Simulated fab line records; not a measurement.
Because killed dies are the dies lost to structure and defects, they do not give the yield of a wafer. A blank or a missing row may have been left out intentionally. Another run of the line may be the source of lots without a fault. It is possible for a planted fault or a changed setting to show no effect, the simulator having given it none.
Comparing a struck lot with a sound one | flow sky130 | 15 out of 708 route steps
Sound: wafers L669.1, L669.3, L669.4. Struck: wafer L671.6 (L671.1, L671.5, from the same lot, were not struck and are left out); the cause is given at the end.
Per side, at each step with rows, come the tool, then ch with its chambers, and then its first start. Under that, the readings that differ: sound wafers | struck wafers | difference of the means | sigmas: that difference in standard deviations of wafers without a fault.
alike: readings with means less than 2 such deviations apart, plus words and numbers identical on both sides. not compared: withheld readings, readings lacking a value on some wafer, bounds such as >300 that could conceal the same value, and numbers that have no deviation in the record and whose values overlap.
A row with sigmas, a row that says differs or no value, or rows on one side alone: a step with any of these is where the two part. Non-overlapping numbers with no deviation appear without sigmas and do not part them. A reading that every wafer of one side lacks parts them only if that side has two wafers or more.

first, 4 steps without rows for these wafers: SKY_VIA2_SOFTBAKE_08 (time 90 s); SKY_VIA2_EXPOSE_09 (exposes mask VIM2, target cd 200 nm); SKY_VIA2_PEB_10; SKY_VIA2_DEVELOP_11 (develop time 60 s).
SKY_VIA2_CD_MEAS_12: target cd 200 nm.
  sound on cd-sem-02 at day 40 16:27; struck on cd-sem-02 at day 41 11:56
  alike: cd-nm
SKY_VIA2_OVL_MEAS_13:
  sound on overlay-02 at day 40 16:34; struck on overlay-01 at day 41 12:04
  alike: VIA2_OVL
SKY_VIA2_ETCH_14: etches BARC in N2/H2, stops on SiO2, time 45.9 s, target depth 60 nm.
  sound on rie-diel-02 ch 0,1,2, day 40 16:37; struck on rie-diel-01 ch 1, day 41 12:05
  alike: bias-w, drypump-motor-current-A, oes-product-au, rf-fwd-power-W, throttle-valve-pct
  not compared: rf-hours-counter-h
SKY_VIA2_ETCH_15: etches SiO2 in C4F8/O2/Ar, stops on TiN, target depth 546 nm, time 84 s.
  sound on rie-diel-02 ch 0,1,2, day 40 16:39; struck on rie-diel-01 ch 1, day 41 12:08
  alike: bias-w, oes-product-au, rf-fwd-power-W
  not compared: rf-hours-counter-h
SKY_VIA2_STRIP_16: strips in O2/N2.
  sound on plasma-asher-04 ch 0,1, day 40 16:43; struck on plasma-asher-02 ch 1, day 41 12:12
  alike: drypump-motor-current-A, oes-product-au, strip-time-to-endpoint-s
  not compared: rf-hours-counter-h
then, 3 steps without rows for these wafers: SKY_VIA2_STRIP_17 (strips in post etch residue remover, time 1200 s); SKY_VIA2_CLEAN_18 (cleans in IPA, time 180 s); SKY_VIA2_CLEAN_19 (cleans in O3/DIW).
SKY_VIA2_SPUTTER_20: material TiN, target thk 20 nm, time 80 s.
  sound on pvd-sputter-02 at day 40 17:19; struck on pvd-sputter-02 at day 41 12:47
  reading                                  | sound                | struck | difference | sigmas
  cathode-dc-power-W (W)                   | 4000.5 3999.8 3999.9 | 4118.0 | +117.9     | +99 or more
  model.TiN_of_VIA2_SPUTTER_20.thk-nm (nm) | 20.04 20.27 19.92    | 20.28  | +0.20      |
  alike: throttle-valve-pct
SKY_VIA2_CVD_21: deposits W, target thk 420 nm, time 126.4 s.
  sound on cvd-w-02 ch 0,1, day 40 17:22; struck on cvd-w-01 ch 1, day 41 12:51
  alike: heater-power-w, susceptor-temp-C
  not compared: since-wet-clean-h
SKY_PAD_OPEN_PROBE_99:
  sound wafers here have rows in the record (prober-02, day 49 05:04); struck ones have none

WHERE THEY PART
Earliest at SKY_VIA2_SPUTTER_20; latest, in this record, at SKY_PAD_OPEN_PROBE_99.

WHY: whatever the simulator had introduced
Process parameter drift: pvd-sputter-02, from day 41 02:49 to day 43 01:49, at SKY_VIA2_SPUTTER_20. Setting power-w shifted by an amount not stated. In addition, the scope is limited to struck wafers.
